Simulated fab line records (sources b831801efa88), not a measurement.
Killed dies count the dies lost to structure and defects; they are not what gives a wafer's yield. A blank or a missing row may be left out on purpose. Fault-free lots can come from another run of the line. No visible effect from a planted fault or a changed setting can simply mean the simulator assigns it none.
Chamber matching :: flow gf180mcu :: cmp-01 running GF_V3_CMP_04: 4 sister chambers
The step polishes SiO2. 8 wafers are shown with their chamber, then 8 later ones without.

EACH WAFER AND ITS CHAMBER
wafer: L938.5
chamber: 2
motor-current-A (A): 10.8
time-to-endpoint-s (s): 84

wafer: L940.2
chamber: 3
motor-current-A (A): 12.1
time-to-endpoint-s (s): 70

wafer: L940.4
chamber: 0
motor-current-A (A): 11.4
time-to-endpoint-s (s): 83

wafer: L940.6
chamber: 3
motor-current-A (A): 12.1
time-to-endpoint-s (s): 69

wafer: L943.2
chamber: 2
motor-current-A (A): 11.4
time-to-endpoint-s (s): 76

wafer: L943.4
chamber: 1
motor-current-A (A): 10.3
time-to-endpoint-s (s): 80

wafer: L943.5
chamber: 0
motor-current-A (A): 12.0
time-to-endpoint-s (s): 77

wafer: L948.1
chamber: 1
motor-current-A (A): 10.0
time-to-endpoint-s (s): 73

WAFERS WITH NO CHAMBER GIVEN
wafer: L948.3
motor-current-A (A): 11.3
time-to-endpoint-s (s): 69

wafer: L948.6
motor-current-A (A): 10.2
time-to-endpoint-s (s): 77

wafer: L949.1
motor-current-A (A): 12.3
time-to-endpoint-s (s): 78

wafer: L949.5
motor-current-A (A): 10.6
time-to-endpoint-s (s): 82

wafer: L949.6
motor-current-A (A): 11.8
time-to-endpoint-s (s): 88

wafer: L951.1
motor-current-A (A): 11.6
time-to-endpoint-s (s): 85

wafer: L951.3
motor-current-A (A): 9.6
time-to-endpoint-s (s): 75

wafer: L951.6
motor-current-A (A): 11.4
time-to-endpoint-s (s): 87

THE CHAMBER EACH PASSED THROUGH
wafer: L948.3
from the rows above: can't be placed: 3 or 2 or 0 or 1
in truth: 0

wafer: L948.6
from the rows above: 1
in truth: 1

wafer: L949.1
from the rows above: can't be placed: 0 or 3 or 2
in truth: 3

wafer: L949.5
from the rows above: can't be placed: 2 or 1 or 0
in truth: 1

wafer: L949.6
from the rows above: can't be placed: 0 or 2
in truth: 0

wafer: L951.1
from the rows above: can't be placed: 0 or 2
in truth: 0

wafer: L951.3
from the rows above: 1
in truth: 1

wafer: L951.6
from the rows above: can't be placed: 0 or 2
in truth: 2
Correctly placed: 2 of 8. Can't be placed from these rows: 6 (the true chamber is among the candidates in 6). Wrongly placed: 0.
How it was worked out, from the rows above alone: a wafer's distance from a chamber is the root of the sum, over the readings, of the square of ((its reading less the chamber's mean) divided by the reading's scatter). The wafer belongs to the nearest chamber; if the next one is less than 2 further off, it can't be placed. A chamber's mean is the mean of its shown wafers. How the scatter is found: for the shown wafers, subtract from each reading the mean of its chamber, square and add these, divide the total by (wafers less chambers), then take the root.
